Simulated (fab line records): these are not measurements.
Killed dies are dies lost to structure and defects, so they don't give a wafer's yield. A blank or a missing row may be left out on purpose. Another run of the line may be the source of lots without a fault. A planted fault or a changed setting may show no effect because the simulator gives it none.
Chamber matching / flow gf180mcu / GF_V2_ETCH_16 on rieDiel-03 has 4 sister chambers
The step etches BARC in N2/H2. 4 wafers are shown with their chamber, then 12 later ones without.

== WAFERS WITH THEIR CHAMBER ==
wafer=L085.4; chamber=1; drypumpMotorCurrentA (A)=5.9
wafer=L089.3; chamber=0; drypumpMotorCurrentA (A)=6.6
wafer=L089.4; chamber=2; drypumpMotorCurrentA (A)=5.4
wafer=L089.6; chamber=3; drypumpMotorCurrentA (A)=6.0

== WAFERS WITHOUT THEIR CHAMBER ==
wafer=L091.1; drypumpMotorCurrentA (A)=5.9
wafer=L091.3; drypumpMotorCurrentA (A)=6.6
wafer=L091.6; drypumpMotorCurrentA (A)=5.9
wafer=L093.2; drypumpMotorCurrentA (A)=5.3
wafer=L093.3; drypumpMotorCurrentA (A)=6.0
wafer=L093.4; drypumpMotorCurrentA (A)=6.6
wafer=L094.2; drypumpMotorCurrentA (A)=6.0
wafer=L094.5; drypumpMotorCurrentA (A)=5.9
wafer=L094.6; drypumpMotorCurrentA (A)=5.3
wafer=L097.3; drypumpMotorCurrentA (A)=6.6
wafer=L097.4; drypumpMotorCurrentA (A)=5.9
wafer=L097.5; drypumpMotorCurrentA (A)=5.9

== EACH ONE'S CHAMBER ==
wafer=L091.1; from the rows above=1; in truth=1
wafer=L091.3; from the rows above=0; in truth=0
wafer=L091.6; from the rows above=1; in truth=1
wafer=L093.2; from the rows above=2; in truth=2
wafer=L093.3; from the rows above=3; in truth=3
wafer=L093.4; from the rows above=0; in truth=0
wafer=L094.2; from the rows above=3; in truth=3
wafer=L094.5; from the rows above=1; in truth=1
wafer=L094.6; from the rows above=2; in truth=2
wafer=L097.3; from the rows above=0; in truth=0
wafer=L097.4; from the rows above=1; in truth=1
wafer=L097.5; from the rows above=1; in truth=1
Placed correctly: 12 of 12. Can't be placed from these rows: 0. Placed wrongly: 0.
How it was worked out, from the rows above alone: a wafer's distance from a chamber is the root of the sum, over the readings, of the square of ((its reading less the chamber's mean) divided by the reading's scatter). The wafer belongs to the nearest chamber; if the next one is less than 2 further off, it can't be placed. Each chamber's mean is taken over the wafers shown for it. The scatter: with one shown wafer a chamber, the root of the mean of the squares of how far each hidden wafer lies from its nearest shown one.
